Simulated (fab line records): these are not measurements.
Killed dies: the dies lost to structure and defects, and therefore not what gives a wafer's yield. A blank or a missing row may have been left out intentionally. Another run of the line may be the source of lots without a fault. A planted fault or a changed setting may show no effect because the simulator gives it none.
Chamber matching + flow sky130 + SKY_CONTACT_ETCH_16 on rie diel-01 has 4 sister chambers
The step etches BARC in N2/H2, stops on SiO2, time 45.9 s, target depth 60 nm. 7 wafers are shown with their chamber, then 7 later ones without.

## EACH WAFER AND ITS CHAMBER
| wafer  | chamber | n2 flow sccm (sccm) | throttle valve pct (%) |
|--------|---------|---------------------|------------------------|
| L076.3 | 1       | 100.08              | 13.228                 |
| L084.6 | 2       | 99.88               | 13.240                 |
| L086.2 | 0       | 100.07              | 13.226                 |
| L086.3 | 3       | 100.19              | 13.232                 |
| L086.6 | 2       | 100.09              | 13.234                 |
| L088.1 | 3       | 100.11              | 13.206                 |
| L088.4 | 0       | 99.51               | 13.236                 |

## WAFERS WITH NO CHAMBER GIVEN
| wafer  | n2 flow sccm (sccm) | throttle valve pct (%) |
|--------|---------------------|------------------------|
| L088.5 | 100.54              | 13.217                 |
| L093.2 | 100.13              | 13.217                 |
| L093.3 | 99.87               | 13.222                 |
| L093.4 | 99.53               | 13.220                 |
| L094.1 | 100.42              | 13.221                 |
| L094.3 | 100.06              | 13.225                 |
| L094.6 | 99.92               | 13.228                 |

## THE CHAMBER EACH PASSED THROUGH
| wafer  | from the rows above               | in truth |
|--------|-----------------------------------|----------|
| L088.5 | can't be placed: 3 or 1 or 2 or 0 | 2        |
| L093.2 | can't be placed: 3 or 1 or 2 or 0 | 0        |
| L093.3 | can't be placed: 0 or 1 or 3 or 2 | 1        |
| L093.4 | can't be placed: 0 or 1 or 2 or 3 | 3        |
| L094.1 | can't be placed: 3 or 1 or 2 or 0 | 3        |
| L094.3 | can't be placed: 1 or 3 or 2 or 0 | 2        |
| L094.6 | can't be placed: 0 or 1 or 2 or 3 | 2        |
Correct placement for 0 of the 7. Can't be placed from these rows: 7 (the true chamber is among the candidates in 7). Placed wrongly: 0.
How it was worked out, from the rows above alone: a wafer's distance from a chamber is the root of the sum, over the readings, of the square of ((its reading less the chamber's mean) divided by the reading's scatter). The wafer belongs to the nearest chamber; if the next one is less than 2 further off, it can't be placed. A chamber's mean is the mean of its shown wafers. The scatter: take each reading less its chamber's mean, square it, sum over the shown wafers, divide by the number of wafers less the number of chambers, and take the root.
